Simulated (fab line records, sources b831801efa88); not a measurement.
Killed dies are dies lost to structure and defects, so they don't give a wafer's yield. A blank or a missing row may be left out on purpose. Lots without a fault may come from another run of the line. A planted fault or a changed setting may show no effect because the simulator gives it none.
One fault seen from 2 desks | flow gf180mcu | each desk has only its own numbers; what lay behind them comes last

THE METROLOGY DESK
What the gauges read, lot by lot, whatever tool the lot ran on: means of the sampled wafers that have a number. A lot is out of limits, marked OUT, if its mean lies more than 4 standard deviations from the usual mean; the brackets give that distance.
Columns: A = V3_CVD_00_THK at GF_V3_THK_MEAS_01, usual 602 nm; B = V3_OVL at GF_V3_OVL_MEAS_15, usual -4 nm; C = V3_W_RS at GF_V3_RS_MEAS_24, usual 0.327 ohm/sq; D = V3_W_THK at GF_V3_THK_MEAS_25, usual 356 nm
lot  | first seen here | A   | B  | C               | D
L863 | day 21 06:38    | 595 | 4  | 0.333           | 343
L868 | day 23 05:25    | 610 | 2  | 0.328           | 354
L869 | day 23 14:44    | 606 | -5 | 0.327           | 354
L870 | day 24 01:13    | 596 | -8 | 0.324           | 359
L872 | day 24 18:16    | 600 | -3 | 0.328           | 356
L873 | day 25 01:02    | 608 | -6 | 0.290 (-10) OUT | 411 (+10) OUT
L874 | day 25 05:42    | 605 | -7 | 0.259 (-19) OUT | 473 (+21) OUT
L875 | day 25 14:00    | 595 | -2 | 0.290 (-10) OUT | 408 (+9.4) OUT
L883 | day 28 01:40    | 600 | -1 | 0.327           | 354
L884 | day 28 08:34    | 606 | -5 | 0.330           | 355
L886 | day 28 23:10    | 606 | -8 | 0.328           | 358
This desk's finding: out of limits on L873, L874, L875; first on L873, day 25 23:23 (V3_W_RS at GF_V3_RS_MEAS_24). In limits: L863, L868, L869, L870, L872, L883, L884, L886.

THE TOOL OWNER'S DESK: cvd_w-01
The tool's own readings at GF_V3_CVD_23 (deposits W, target thk 350 nm, time 104.9 s): means of the sampled wafers that have a number, for each lot that ran on this tool. A lot is out of limits, marked OUT, if its mean lies more than 4 standard deviations from the usual mean; the brackets give that distance.
Columns: A = heater_power_w at GF_V3_CVD_23, usual 798 W
lot  | first seen here | A
L868 | day 24 05:17    | 759
L869 | day 24 13:52    | 814
L870 | day 25 00:08    | 752
L872 | day 25 17:07    | 744
L873 | day 25 23:16    | 752
L874 | day 26 04:22    | 745
L875 | day 26 12:22    | 752
L883 | day 28 21:31    | 819
L886 | day 29 19:17    | 741
This desk's finding: nothing out of limits on any of the 9 lots.

PUT TOGETHER
The metrology desk could have raised an alarm at day 25 23:23, on L873, L874, L875.
The tool owner's desk saw nothing out of limits.
The tool owner's desk has L873, L874, L875 on record, within its limits.
Of the lots named, all ran GF_V3_CVD_23 on cvd_w-01.

WHAT THE SIMULATOR HAD PUT IN
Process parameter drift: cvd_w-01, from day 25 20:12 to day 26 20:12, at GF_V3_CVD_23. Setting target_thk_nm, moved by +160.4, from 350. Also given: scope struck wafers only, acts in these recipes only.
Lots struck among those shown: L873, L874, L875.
Hours from the fault's start to each desk's first reading out of limits: the metrology desk, 3.
